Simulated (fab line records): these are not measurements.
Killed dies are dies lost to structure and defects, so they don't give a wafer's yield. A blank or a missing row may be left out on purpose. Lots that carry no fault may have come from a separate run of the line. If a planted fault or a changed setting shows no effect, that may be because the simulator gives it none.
Problem report, 8D (eight disciplines) form, completed by code	flow gf180mcu	the parts of the form that need people (team, actions taken, sign-off) are left out

== 1. PROBLEM STATEMENT ==
Wafers free of any fault read 46.16 ohm/sq (standard deviation 0.098) for NSD_RS at GF_PSD_RS_MEAS_14, against a mean of 42.74 ohm/sq on 6 wafers of 2 lots. That is -35 standard deviations from the usual mean.
The step: measures by four-point-probe.
First seen on wafer L946.1, day 19 14:14, on film metro-03. The record holds 33 wafers of 11 lots with a number at this step. By rule, "out" or "out of limits" means more than 4 standard deviations away from the usual mean. All remaining wafers that have a number are taken as sound.

== 2. WHAT IT IS, AND WHAT IT ISN'T ==
question	is	is not
which readings at this step	NSD_RS	-
which lots	L946, L947	L932, L933, L934, L935, L939, L942, L944, L953, L954
which wafers of those lots	all that have a number	-
read on which gauges	film metro-01, film metro-03	film metro-02
when	from day 19 14:14	up to then (21 sound wafers); but 6 sound wafers of L953, L954 came after

== 3. SUSPECTS, AND WHAT RULES EACH OUT ==
Counting: a tool at a process step up to the reading stays a suspect if it ran every lot that is out and no sound lot after the first of them.
- the gauge at GF_PSD_RS_MEAS_14 is ruled out. Those wafers that are out were read across 2 gauges (film metro-01, film metro-03).
- plasma asher-01 at GF_MVSD_STRIP_10 (strips in O2/N2): ruled out as a lasting fault. Sound lots L954 ran on it after its first lot that is out, L946 (day 8 05:11).
- rtp anneal-02 at GF_PSD_RTA_13 (time 20 s): kept. Every lot that is out went through it, starting with L946 (day 19 14:09), and after that it ran no sound lot; the last sound lot it ran before then is L944 (day 18 22:47).
Left after counting: rtp anneal-02 at GF_PSD_RTA_13.

== 4. THE CAUSE (what the simulator had put in) ==
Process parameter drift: rtp anneal-02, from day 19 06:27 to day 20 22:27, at GF_PSD_RTA_13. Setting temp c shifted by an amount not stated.
Counting left only this tool.

== 5. SEQUENCE OF EFFECTS, ordered by route ==
One row per reading whose mean, taken over the struck wafers that have a number, lies over 3 standard deviations from the usual. Only readings for which the record gives a usual standard deviation are gone through. hours: the time from each lot's start at the first step in this table that gives one to its start at this step, as a median over the lots. sigmas: the change in usual standard deviations.
hours	step	reading	usual	on struck wafers	change	sigmas
0	GF_PSD_RS_MEAS_14	NSD_RS	46.16 ohm/sq	42.74	-3.42	-35
2	GF_PSD_RS_MEAS_15	PSD_RS	108.6 ohm/sq	98.9	-9.7	-32

== 6. WHAT WOULD HAVE CAUGHT IT SOONER ==
The first out-of-limits reading at a measuring or inspecting step in this record came at day 19 14:14, 8 hours after the fault's start at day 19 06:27.
Of the tool readings at GF_PSD_RTA_13 for which the record gives a usual standard deviation, none was out on any struck wafer, so an alarm limit of 4 standard deviations on them would not have fired.
Lots out: 2; of these, L947 started GF_PSD_RTA_13 on rtp anneal-02 after day 19 14:14. Putting the tool on hold at that point would have spared it.
